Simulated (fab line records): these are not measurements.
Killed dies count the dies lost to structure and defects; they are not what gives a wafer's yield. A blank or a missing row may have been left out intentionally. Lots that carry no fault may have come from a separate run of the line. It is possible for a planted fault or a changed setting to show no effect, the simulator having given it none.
2 desks looking at one fault | flow gf180mcu | only its own numbers are on each desk; what lay behind them is given at the end

## THE TOOL OWNER'S DESK: plasma-asher-04
The tool's own readings at GF_V4_STRIP_18 (strips in O2/N2): means of the sampled wafers that have a number, for each lot that ran on this tool. If a lot's mean is further than 4 standard deviations from the usual mean, the lot is out of limits and carries the mark OUT (the distance appears in the brackets).
Columns: A = drypump-motor-current-A at GF_V4_STRIP_18, usual 6.2 A; B = heater-power-w at GF_V4_STRIP_18, usual 334 W; C = n2-flow-sccm at GF_V4_STRIP_18, usual 300.0 sccm; D = oes-product-au at GF_V4_STRIP_18, usual 0.593 a.u.
lot  | first seen here | A   | B   | C     | D
L177 | day 25 23:08    | 6.7 | 335 | 300.1 | 0.594
L179 | day 26 23:14    | 6.3 | 304 | 300.2 | 0.598
L184 | day 28 11:17    | 6.4 | 301 | 300.1 | 0.592
L191 | day 30 18:26    | 6.5 | 316 | 300.0 | 0.597
L192 | day 30 19:52    | 6.5 | 323 | 300.2 | 0.595
L193 | day 31 00:07    | 6.4 | 303 | 299.0 | 0.590
This desk's verdict: no lot among the 6 shows anything out of limits.

## AT THE METROLOGY DESK
Means of the sampled wafers that have a number, per lot and without regard to the tool the lot ran on: this is what the gauges read. If a lot's mean is further than 4 standard deviations from the usual mean, the lot is out of limits and carries the mark OUT (the distance appears in the brackets).
Columns: A = cd-nm at GF_V5_CD_MEAS_14, usual 260.1 nm; B = TOP_METAL_OVL at GF_TOP_METAL_OVL_MEAS_15, usual 0.1 nm; C = PASSIVATION_CVD_02_THK at GF_PASSIVATION_THK_MEAS_03, usual 705 nm
lot  | first seen here | A     | B    | C
L174 | day 27 19:37    | 260.2 | 1.1  | 700
L175 | day 28 07:05    | 258.3 | -1.0 | 698
L177 | day 28 15:04    | 262.8 | -0.0 | 700
L179 | day 29 11:18    | 259.8 | -0.5 | 701
L184 | day 30 21:57    | 261.6 | -0.1 | 717
L188 | day 31 23:57    | 260.0 | 0.9  | 704
L189 | day 32 17:35    | 259.0 | -2.1 | 695
L190 | day 32 18:24    | 260.0 | 2.0  | 698
L191 | day 33 00:34    | 260.7 | 0.3  | 706
L192 | day 33 02:04    | 260.6 | -0.7 | 715
L193 | day 33 05:41    | 261.4 | -0.0 | 697
L195 | day 33 14:04    | 261.3 | -1.7 | 700
L194 | day 33 16:18    | 260.6 | 3.2  | 691
This desk's verdict: no lot among the 13 shows anything out of limits.

## TAKEN TOGETHER
The desk of the tool owner found nothing out of limits.
Metrology desk: nothing out of limits seen.

## WHAT THE SIMULATOR PUT IN
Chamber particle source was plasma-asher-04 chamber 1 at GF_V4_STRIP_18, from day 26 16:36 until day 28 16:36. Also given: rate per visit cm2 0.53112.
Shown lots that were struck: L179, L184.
